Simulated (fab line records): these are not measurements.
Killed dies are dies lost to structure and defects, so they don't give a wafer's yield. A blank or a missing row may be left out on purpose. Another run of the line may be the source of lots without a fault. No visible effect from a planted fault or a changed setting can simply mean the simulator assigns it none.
fab line records ; flow sky130
[record] lots = 6; wafers = 18; last_day = 50
route steps=708 shown CONTACT@418 METAL1@434 PAD_OPEN@708
lots with no fault: from the same line, run without faults
start_h: hours from the record's first day to the start of the lot's first wafer shown ; wait_h: time in hours since the lot's previous step ; " unchanged from the row above ; L1.1+2: one row covering several wafers at once ; - no value, or no start given ; * or withheld: withheld ; < > ~ a bound
route shown NAME@n: NAME is a module with steps in the file, n the number in the route of the first one ; usual: mean/standard deviation taken from wafers without a fault ; same: alike in all rows ; chamber/n: place in a boat ; sites: per-site readings ; _std_site: the values' standard deviation ; _edge_site: inner sites' mean taken away from outer sites' mean ; radius_mm: for every site, how far away it sits from the centre of the wafer ; mask NAME#n: copy n ; behind: tool/chamber where the wafer was last shaped ; hold: reason for holding the lot/hours on hold/outcome of the hold ; device: names the non-switching transistor (n, p or np) ; end of line: the tests these same wafers got at the end of their route ; for a step that has no rows: nothing shown but its recipe ; killed: not the wafer's yield, but the dies lost to structure and defects at the first sort ; map: per-die view of a wafer (x killed, . not killed, _ where there is no die)
set.NAME: the setting as run; set.NAME@STEP: as run at that earlier step ; model.NAME: the simulator's own value behind a step, which no gauge read
lots seen at some steps along the route; tables by step, rows by wafer
services: from which hour (start_h, from the record's first day; less than 0 if before it) a tool's chamber was out of use, for how many hours, and why
[[steps]]
[step SKY_CONTACT_PEB_12]
[recipe] peb_temp_c = withheld; peb_time_s = withheld; resist = KrF-thick
[step SKY_CONTACT_DEVELOP_13]
[recipe] develop_time_s = 60; resist = KrF-thick; dev_temp_c = 21
[step SKY_CONTACT_CD_MEAS_14]
[recipe] target_cd_nm = 170
[usual] cd_nm = 169.7/1.6
lot.wafer;tool;chamber;start_h;wait_h;cd_nm
L217.1;cd_sem-01;-;791.50;-;172.2
L217.2;cd_sem-01;-;791.50;-;172.0
L217.3;cd_sem-01;-;791.50;-;172.1
L228.2;cd_sem-01;-;866.07;-;169.2
L228.3;cd_sem-01;-;866.07;-;168.9
L228.6;cd_sem-01;-;866.07;-;170.3
L231.3;cd_sem-02;-;883.40;-;168.4
L231.5;cd_sem-02;-;883.40;-;167.1
L231.6;cd_sem-02;-;883.40;-;169.0
L232.2;cd_sem-02;-;892.33;-;169.7
L232.3;cd_sem-02;-;892.33;-;170.1
L232.4;cd_sem-02;-;892.33;-;170.0
L233.1;cd_sem-01;-;894.35;-;172.0
L233.2;cd_sem-01;-;894.35;-;171.4
L233.4;cd_sem-01;-;894.35;-;171.3
L234.1;cd_sem-01;-;906.16;-;173.1
L234.3;cd_sem-01;-;906.16;-;172.5
L234.6;cd_sem-01;-;906.16;-;173.2
[step SKY_CONTACT_OVL_MEAS_15]
[usual] CONTACT_OVL = 2/5.9
lot.wafer;tool;chamber;start_h;wait_h;CONTACT_OVL[nm]
L217.1;overlay-01;-;791.62;0.1;-5
L217.2;overlay-01;-;791.62;0.1;-1
L217.3;overlay-01;-;791.62;0.1;0
L228.2;overlay-01;-;866.17;0.1;1
L228.3;overlay-01;-;866.17;0.1;-2
L228.6;overlay-01;-;866.17;0.1;2
L231.3;overlay-01;-;883.49;0.1;4
L231.5;overlay-01;-;883.49;0.1;5
L231.6;overlay-01;-;883.49;0.1;4
L232.2;overlay-02;-;892.43;0.1;2
L232.3;overlay-02;-;892.43;0.1;4
L232.4;overlay-02;-;892.43;0.1;11
L233.1;overlay-01;-;894.47;0.1;9
L233.2;overlay-01;-;894.47;0.1;10
L233.4;overlay-01;-;894.47;0.1;6
L234.1;overlay-01;-;906.28;0.1;13
L234.3;overlay-01;-;906.28;0.1;9
L234.6;overlay-01;-;906.28;0.1;7
[step SKY_CONTACT_ETCH_16]
[recipe] chemistry = N2/H2; target = BARC; ion_energy_ev = 200; source_w = 500; bias_w = 100; pressure_mtorr = 30; n2_flow_sccm = 100; h2_flow_sccm = 200; stop_on = SiO2; time_s = 45.9; target_depth_a = 600
[usual] drypump_motor_current_A = 5.7/0.36; h2_flow_sccm = 200.0/0.64; oes_product_au = 0.855/0.0049; throttle_valve_pct = 13.225/0.0089
[same] time_s = 45.9
lot.wafer;tool;chamber;start_h;wait_h;drypump_motor_current_A;h2_flow_sccm;oes_product_au;rf_hours_counter_h;throttle_valve_pct
L217.1;rie_diel-01;2;791.65;0.0;5.3;200.1;0.850;14;13.232
L217.2;rie_diel-01;1;791.65;0.0;5.9;200.5;0.849;10;13.240
L217.3;rie_diel-01;0;791.65;0.0;6.4;199.7;0.853;24;13.235
L228.2;rie_diel-03;2;866.20;0.0;5.8;200.9;0.850;5;13.226
L228.3;rie_diel-03;1;866.20;0.0;6.1;200.4;0.854;16;13.220
L228.6;rie_diel-03;0;866.20;0.0;5.3;200.4;0.851;-;13.245
L231.3;rie_diel-01;0;883.51;0.0;6.4;199.2;0.847;0;13.229
L231.5;rie_diel-01;3;883.51;0.0;6.0;200.6;0.854;-;13.216
L231.6;rie_diel-01;2;883.51;0.0;5.3;200.6;0.851;-;13.220
L232.2;rie_diel-01;2;892.46;0.0;5.3;199.1;0.856;18;13.226
L232.3;rie_diel-01;1;892.46;0.0;5.9;199.0;0.852;13;13.215
L232.4;rie_diel-01;3;892.46;0.0;6.0;199.1;0.854;4;13.234
L233.1;rie_diel-01;2;894.50;0.0;5.3;200.1;0.856;18;13.205
L233.2;rie_diel-01;0;894.50;0.0;6.4;199.8;0.851;1;13.220
L233.4;rie_diel-01;3;894.50;0.0;6.0;200.6;0.858;4;13.235
L234.1;rie_diel-01;3;906.31;0.0;6.0;199.9;0.853;4;13.241
L234.3;rie_diel-01;0;906.31;0.0;6.4;199.6;0.856;1;13.222
L234.6;rie_diel-01;0;906.31;0.0;6.4;200.5;0.852;-;13.224
[step SKY_CONTACT_ETCH_17]
[recipe] target = SiO2; chemistry = C4F8/O2/Ar; stop_on = Si3N4; mask_material = KrF-thick; source_w = 1500; bias_w = 1200; pressure_mtorr = 40; c4f8_flow_sccm = withheld; O2_flow_sccm = 6; Ar_flow_sccm = 300; time_s = withheld; target_depth_a = 3400
[usual] oes_product_au = 0.892/0.0049
lot.wafer;tool;chamber;start_h;wait_h;oes_product_au
L217.1;rie_diel-01;2;791.70;0.0;0.888
L217.2;rie_diel-01;1;791.70;0.0;0.890
L217.3;rie_diel-01;0;791.70;0.0;0.896
L228.2;rie_diel-03;2;866.25;0.0;0.896
L228.3;rie_diel-03;1;866.25;0.0;0.891
L228.6;rie_diel-03;0;866.25;0.0;0.888
L231.3;rie_diel-01;0;883.56;0.0;0.898
L231.5;rie_diel-01;3;883.56;0.0;0.882
L231.6;rie_diel-01;2;883.56;0.0;0.890
L232.2;rie_diel-01;2;892.51;0.0;0.897
L232.3;rie_diel-01;1;892.51;0.0;0.896
L232.4;rie_diel-01;3;892.51;0.0;0.890
L233.1;rie_diel-01;2;894.55;0.0;0.889
L233.2;rie_diel-01;0;894.55;0.0;0.890
L233.4;rie_diel-01;3;894.55;0.0;0.897
L234.1;rie_diel-01;3;906.36;0.0;0.893
L234.3;rie_diel-01;0;906.36;0.0;0.897
L234.6;rie_diel-01;0;906.36;0.0;0.895
[step SKY_CONTACT_ETCH_18]
[recipe] target = Si3N4; chemistry = CHF3/O2; stop_on = TiN; source_w = 600; bias_w = 200; pressure_mtorr = 40; chf3_flow_sccm = 50; O2_flow_sccm = 5; time_s = 39; target_depth_a = 750
[usual] drypump_motor_current_A = 5.7/0.36; oes_product_au = 0.854/0.0071; throttle_valve_pct = 8.792/0.0094
[same] time_s = 39
lot.wafer;tool;chamber;start_h;wait_h;drypump_motor_current_A;oes_product_au;rf_hours_counter_h;throttle_valve_pct
L217.1;rie_diel-01;2;-;-;5.3;0.848;14;8.783
L217.2;rie_diel-01;1;-;-;5.9;0.856;10;8.795
L217.3;rie_diel-01;0;-;-;6.4;0.855;24;8.791
L228.2;rie_diel-03;2;-;-;5.7;0.853;5;8.799
L228.3;rie_diel-03;1;-;-;6.1;0.852;16;8.796
L228.6;rie_diel-03;0;-;-;5.2;0.866;-;8.795
L231.3;rie_diel-01;0;-;-;6.4;0.852;0;8.798
L231.5;rie_diel-01;3;-;-;6.0;0.851;-;8.815
L231.6;rie_diel-01;2;-;-;5.3;0.855;-;8.790
L232.2;rie_diel-01;2;-;-;5.3;0.847;18;8.794
L232.3;rie_diel-01;1;-;-;5.9;0.852;14;8.782
L232.4;rie_diel-01;3;-;-;6.0;0.858;4;8.788
L233.1;rie_diel-01;2;-;-;5.3;0.855;18;8.789
L233.2;rie_diel-01;0;-;-;6.4;0.850;1;8.776
L233.4;rie_diel-01;3;-;-;6.0;0.857;4;8.804
L234.1;rie_diel-01;3;-;-;6.0;0.849;4;8.788
L234.3;rie_diel-01;0;-;-;6.4;0.842;1;8.784
L234.6;rie_diel-01;0;-;-;6.4;0.855;-;8.790
[step SKY_CONTACT_STRIP_19]
[recipe] chemistry = O2/N2; power_w = 1400; pressure_mtorr = 1500; platen_temp_c = withheld; o2_flow_sccm = 3000; n2_flow_sccm = 300; overash_fraction = 0.5
[usual] drypump_motor_current_A = 6.0/0.62; o2_flow_sccm = 2999/9; oes_product_au = 0.381/0.0046; strip_time_to_endpoint_s = 3.613/0.024
lot.wafer;tool;chamber;start_h;wait_h;drypump_motor_current_A;o2_flow_sccm;oes_product_au;rf_hours_counter_h;strip_time_to_endpoint_s
L217.1;plasma_asher-01;0;791.79;-;4.9;3010;0.376;5;3.625
L217.2;plasma_asher-01;1;791.79;-;5.2;3001;0.381;5;3.628
L217.3;plasma_asher-01;0;791.79;-;4.8;2999;0.379;-;3.572
L228.2;plasma_asher-04;1;866.34;-;6.7;2991;0.383;44;3.613
L228.3;plasma_asher-04;0;866.34;-;5.2;3002;0.385;-;3.622
L228.6;plasma_asher-04;1;866.34;-;6.7;2999;0.377;-;3.627
L231.3;plasma_asher-02;1;883.68;-;6.5;3000;0.376;-;3.593
L231.5;plasma_asher-02;0;883.68;-;5.8;2995;0.381;-;3.603
L231.6;plasma_asher-02;1;883.68;-;6.5;3010;0.381;-;3.593
L232.2;plasma_asher-04;1;892.60;-;6.7;2994;0.378;47;3.591
L232.3;plasma_asher-04;1;892.60;-;6.7;3004;0.379;-;3.601
L232.4;plasma_asher-04;0;892.60;-;5.2;3002;0.388;-;3.633
L233.1;plasma_asher-04;1;894.64;-;6.7;3000;0.383;47;3.619
L233.2;plasma_asher-04;0;894.64;-;5.1;2994;0.380;47;3.620
L233.4;plasma_asher-04;1;894.64;-;6.7;3006;0.387;-;3.632
L234.1;plasma_asher-02;1;906.45;-;6.5;2989;0.374;107;3.599
L234.3;plasma_asher-02;0;906.45;-;5.8;3000;0.380;-;3.579
L234.6;plasma_asher-02;1;906.45;-;6.5;2986;0.379;-;3.577
[step SKY_CONTACT_STRIP_20]
[recipe] chemistry = post_etch_residue_remover; time_s = 1200; temp_c = 72.5
[step SKY_CONTACT_CLEAN_21]
[recipe] chemistry = IPA; time_s = 180; temp_c = 25
[step SKY_CONTACT_CLEAN_22]
[recipe] chemistry = O3/DIW; dry = n2_spin
[step SKY_CONTACT_SPUTTER_23]
[recipe] material = TiN; target_thk_nm = 20; chamber_pressure_pa = 5; power_w = 4000; time_s = 80
[step SKY_CONTACT_CVD_24]
[recipe] material = W; target_thk_nm = 340; time_s = 102.12; temp_c = 400; pressure_torr = 40
[usual] heater_power_w = 816/120
lot.wafer;tool;chamber;start_h;wait_h;heater_power_w;model.W_of_CONTACT_CVD_24.thk_nm
L217.1;cvd_w-01;1;792.44;0.0;661;338.2
L217.2;cvd_w-01;0;792.44;0.0;837;347.7
L217.3;cvd_w-01;0;792.44;0.0;839;347.2
L228.2;cvd_w-02;1;866.99;0.0;775;337.3
L228.3;cvd_w-02;1;866.99;0.0;794;340.7
L228.6;cvd_w-02;1;866.99;0.0;803;339
L231.3;cvd_w-01;0;884.34;0.1;863;260.7
L231.5;cvd_w-01;1;884.34;0.1;669;257.5
L231.6;cvd_w-01;0;884.34;0.1;847;265
L232.2;cvd_w-02;0;893.25;0.0;1032;330.9
L232.3;cvd_w-02;0;893.25;0.0;994;335.1
L232.4;cvd_w-02;1;893.25;0.0;804;334.9
L233.1;cvd_w-01;0;895.29;0.0;836;262.5
L233.2;cvd_w-01;1;895.29;0.0;666;251.9
L233.4;cvd_w-01;1;895.29;0.0;661;255.2
L234.1;cvd_w-02;0;907.11;0.0;1031;333.1
L234.3;cvd_w-02;0;907.11;0.0;1032;336.1
L234.6;cvd_w-02;1;907.11;0.0;800;343
[step SKY_CONTACT_RS_MEAS_25]
[recipe] thk_meas_gauge = four-point-probe; reads = W_of_CONTACT_CVD_24+TiN_of_CONTACT_SPUTTER_23
[usual] CONTACT_W_RS = 0.338/0.006
lot.wafer;tool;chamber;start_h;wait_h;CONTACT_W_RS[ohm/sq]
L217.1;film_metro-04;-;792.55;0.1;0.340
L217.2;film_metro-04;-;792.55;0.1;0.330
L217.3;film_metro-04;-;792.55;0.1;0.330
L228.2;film_metro-01;-;867.12;0.1;0.340
L228.3;film_metro-01;-;867.12;0.1;0.337
L228.6;film_metro-01;-;867.12;0.1;0.339
L231.3;film_metro-04;-;884.45;0.1;0.441
L231.5;film_metro-04;-;884.45;0.1;0.448
L231.6;film_metro-04;-;884.45;0.1;0.435
L232.2;film_metro-04;-;893.38;0.1;0.347
L232.3;film_metro-04;-;893.38;0.1;0.342
L232.4;film_metro-04;-;893.38;0.1;0.343
L233.1;film_metro-04;-;895.40;0.1;0.439
L233.2;film_metro-04;-;895.40;0.1;0.459
L233.4;film_metro-04;-;895.40;0.1;0.452
L234.1;film_metro-02;-;907.22;0.1;0.345
L234.3;film_metro-02;-;907.22;0.1;0.342
L234.6;film_metro-02;-;907.22;0.1;0.335
[step SKY_CONTACT_THK_MEAS_26]
[recipe] thk_meas_gauge = xrf; reads = W_of_CONTACT_CVD_24
[usual] CONTACT_W_THK = 334/7.1
lot.wafer;tool;chamber;start_h;wait_h;CONTACT_W_THK[nm]
L217.1;film_metro-04;-;792.67;0.1;336
L217.2;film_metro-04;-;792.67;0.1;346
L217.3;film_metro-04;-;792.67;0.1;343
L228.2;film_metro-01;-;867.23;0.1;328
L228.3;film_metro-01;-;867.23;0.1;329
L228.6;film_metro-01;-;867.23;0.1;328
L231.3;film_metro-04;-;884.55;0.1;259
L231.5;film_metro-04;-;884.55;0.1;256
L231.6;film_metro-04;-;884.55;0.1;262
L232.2;film_metro-04;-;893.49;0.1;325
L232.3;film_metro-04;-;893.49;0.1;326
L232.4;film_metro-04;-;893.49;0.1;326
L233.1;film_metro-04;-;895.52;0.1;257
L233.2;film_metro-04;-;895.52;0.1;247
L233.4;film_metro-04;-;895.52;0.1;249
L234.1;film_metro-02;-;907.34;0.1;327
L234.3;film_metro-02;-;907.34;0.1;331
L234.6;film_metro-02;-;907.34;0.1;334
[step SKY_CONTACT_CMP_27]
[recipe] stop_on = SiO2; t_overpolish_s = 15; down_force_psi = 3.5; platen_rpm = 60; target_thk_nm = 0; pad_velocity_m_s = 0.94248
[usual] motor_current_A = 10.7/0.87; time_to_endpoint_s = 81.4/2.9
lot.wafer;tool;chamber;start_h;wait_h;motor_current_A;time_to_endpoint_s
L217.2;cmp-02;3;792.73;0.0;9.7;83.6
L217.1;cmp-02;0;792.73;0.0;11.6;80.3
L217.3;cmp-02;2;792.73;0.0;11.1;82.8
L228.3;cmp-02;0;867.33;0.1;11.2;83.5
L228.2;cmp-02;1;867.33;0.1;9.4;86.1
L228.6;cmp-02;0;867.33;0.1;11.8;82.3
L231.3;cmp-02;3;884.69;0.1;10.5;63.3
L231.6;cmp-02;1;884.69;0.1;9.3;65.9
L231.5;cmp-02;2;884.69;0.1;11.2;61.4
L232.2;cmp-01;3;893.54;0.0;10.1;76.7
L232.4;cmp-01;1;893.54;0.0;10.2;80.2
L232.3;cmp-01;2;893.54;0.0;11.8;75.5
L233.2;cmp-01;2;895.58;0.0;12.1;57.8
L233.1;cmp-01;3;895.58;0.0;10.4;62.3
L233.4;cmp-01;1;895.58;0.0;10.1;63.6
L234.1;cmp-01;3;907.50;0.1;10.4;79.4
L234.3;cmp-01;0;907.50;0.1;10.9;81.1
L234.6;cmp-01;2;907.50;0.1;11.7;81.7
[step SKY_METAL1_SPUTTER_00]
[recipe] material = Ti; target_thk_nm = 15; power_w = 3000; time_s = 10; chamber_pressure_pa = 0.4
[usual] throttle_valve_pct = 30.5/1.1
[same] time_s = 10
lot.wafer;tool;chamber;start_h;wait_h;throttle_valve_pct
L217.1;pvd_sputter-01;-;793.03;0.2;28.5
L217.2;pvd_sputter-01;-;793.03;0.2;31.1
L217.3;pvd_sputter-01;-;793.03;0.2;30.4
L228.2;pvd_sputter-04;-;867.58;0.1;31.6
L228.3;pvd_sputter-04;-;867.58;0.1;29.5
L228.6;pvd_sputter-04;-;867.58;0.1;29.5
L231.3;pvd_sputter-03;-;884.89;0.1;31.0
L231.5;pvd_sputter-03;-;884.89;0.1;30.4
L231.6;pvd_sputter-03;-;884.89;0.1;29.8
L232.2;pvd_sputter-01;-;893.84;0.2;32.0
L232.3;pvd_sputter-01;-;893.84;0.2;28.5
L232.4;pvd_sputter-01;-;893.84;0.2;30.5
L233.1;pvd_sputter-04;-;895.88;0.2;31.6
L233.2;pvd_sputter-04;-;895.88;0.2;28.5
L233.4;pvd_sputter-04;-;895.88;0.2;31.3
L234.1;pvd_sputter-04;-;907.70;0.1;31.1
L234.3;pvd_sputter-04;-;907.70;0.1;28.4
L234.6;pvd_sputter-04;-;907.70;0.1;29.6
[step SKY_PAD_OPEN_PROBE_99]
[usual] killed_at_M0_to_M3 = 44/7.4; killed_at_M4_up = 3.1/1.8; killed_at_contacts = 24/5.6; killed_at_front_end = 15/4.9; killed_at_other = 0.4/0.59; killed_dies = 87/9.8; killed_open = 47/7.2; killed_short = 39/6.8
[same] gross_dies = 492; killed_at_back_side = 0
lot.wafer;tool;chamber;start_h;wait_h;killed_at_M0_to_M3;killed_at_M4_up;killed_at_contacts;killed_at_front_end;killed_at_other;killed_dies;killed_open;killed_short
L231.3;prober-01;-;1184.79;0.2;32;3;34;9;1;79;45;34
L231.5;prober-01;-;1184.89;0.2;43;5;21;7;0;76;45;31
L231.6;prober-01;-;1184.94;0.2;57;1;36;9;0;103;52;51
L233.1;prober-01;-;1190.82;0.1;49;7;28;15;0;99;57;42
L233.2;prober-01;-;1190.87;0.1;40;1;24;16;1;82;46;36
L233.4;prober-01;-;1190.97;0.2;43;2;24;22;0;91;48;43
// killed by level:class
L231.3 CONTACT:geometric_particle:open=15 VIA1:geometric_particle:open=10 CONTACT:geometric_particle:short=8 LI_CONTACT:geometric_particle:open=5 METAL1:geometric_particle:short=5 LOCAL_INTERCONNECT:geometric_particle:short=4 METAL2:geometric_particle:short=4 VIA2:geometric_particle:open=4
L231.5 VIA1:geometric_particle:open=12 CONTACT:geometric_particle:open=8 METAL3:geometric_particle:short=5 LI_CONTACT:geometric_particle:open=4 LOCAL_INTERCONNECT:geometric_particle:short=4 METAL1:geometric_particle:short=4 METAL2:geometric_particle:short=4 VIA2:geometric_particle:open=4
L231.6 METAL1:geometric_particle:short=13 CONTACT:geometric_particle:open=9 CONTACT:geometric_particle:short=9 LOCAL_INTERCONNECT:geometric_particle:short=8 VIA1:geometric_particle:open=8 VIA1:geometric_particle:short=8 VIA3:geometric_particle:open=8 LI_CONTACT:geometric_particle:open=6
L233.1 VIA1:geometric_particle:open=12 LI_CONTACT:geometric_particle:open=11 METAL1:geometric_particle:short=6 VIA3:geometric_particle:open=6 VIA2:geometric_particle:open=6 CONTACT:geometric_particle:open=5 FIELD_ISO:geometric_particle:short=4 LOCAL_INTERCONNECT:geometric_particle:short=4
L233.2 LI_CONTACT:geometric_particle:open=12 VIA2:geometric_particle:open=8 CONTACT:geometric_particle:open=6 METAL1:geometric_particle:short=5 SPACER:geometric_particle:short=5 VIA1:geometric_particle:open=5 VIA2:geometric_particle:short=5 POLY_GATE:geometric_particle:open=4
L233.4 VIA1:geometric_particle:open=13 VIA2:geometric_particle:open=8 FIELD_ISO:geometric_particle:short=7 CONTACT:geometric_particle:open=6 VIA1:geometric_particle:short=6 VIA3:geometric_particle:open=6 LI_CONTACT:geometric_particle:short=5 LI_CONTACT:geometric_particle:open=5
[[services]]
tool;chamber;start_h;hours;kind
pvd_sputter-03;-;777.55;8.3;repair
cvd_w-01;-;780.92;1.2;repair
pvd_sputter-03;-;791.39;2.1;repair
pvd_sputter-04;3;797.03;-;consumable_replace:kit
pvd_sputter-04;3;797.03;18.0;scheduled_down
pvd_sputter-04;3;797.03;18.0;vent_cycle
cmp-02;-;797.19;1.8;repair
cmp-01;-;797.56;1.1;repair
rie_diel-01;3;832.08;8.4;repair
rie_diel-03;0;846.31;8.6;repair
pvd_sputter-01;0;849.72;-;consumable_replace:kit
pvd_sputter-01;0;849.72;18.0;scheduled_down
pvd_sputter-01;0;849.72;18.0;vent_cycle
pvd_sputter-01;-;856.86;5.8;repair
cvd_w-02;-;859.10;2.8;pm
rie_diel-01;0;860.49;-;clean
rie_diel-01;0;860.49;16.2;scheduled_down
rie_diel-01;0;860.49;16.2;vent_cycle
cvd_w-01;1;880.45;2.7;repair
rie_diel-03;3;894.44;9.1;repair
cvd_w-01;-;904.00;14.0;pm
cvd_w-01;0;904.00;14.0;vent_cycle
cvd_w-01;1;904.00;14.0;vent_cycle
cvd_w-02;1;907.24;11.4;repair
[[key]]
[first_sign] step = SKY_CONTACT_RS_MEAS_25; reading = CONTACT_W_RS; direction = up; sigmas = 18; usual = 0.338; struck = 0.446
[effect] step = SKY_CONTACT_THK_MEAS_26; reading = CONTACT_W_THK; direction = down; sigmas = 11; usual = 334; struck = 255
[effect] step = SKY_CONTACT_CMP_27; reading = time_to_endpoint_s; direction = down; sigmas = 6.5; usual = *; struck = *
[model_effect] step = SKY_CONTACT_CVD_24; value = W_of_CONTACT_CVD_24.thk_nm; without = 346.8; struck = 258.8
met_at SKY_CONTACT_CVD_24
struck_wafers L231.3,L231.5,L231.6,L233.1,L233.2,L233.4
tester_left_out L231,L233
onset_between 792.44 884.34
[fault] kind = process_parameter_drift; tool = cvd_w-01; chamber = -; onset_h = 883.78; steps = SKY_CONTACT_CVD_24; channel = target_thk_nm; offset = -87.332; shape = step; end_h = 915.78; acts_in = these_recipes_only; stated = 340
// tester_left_out: of these lots the tester's yield and bins aren't shown, on N5 and GAA mostly nor the transistor test; their killed dies are dies lost to structure and defects alone, not to doping, threshold or leakage, so they don't give the yield
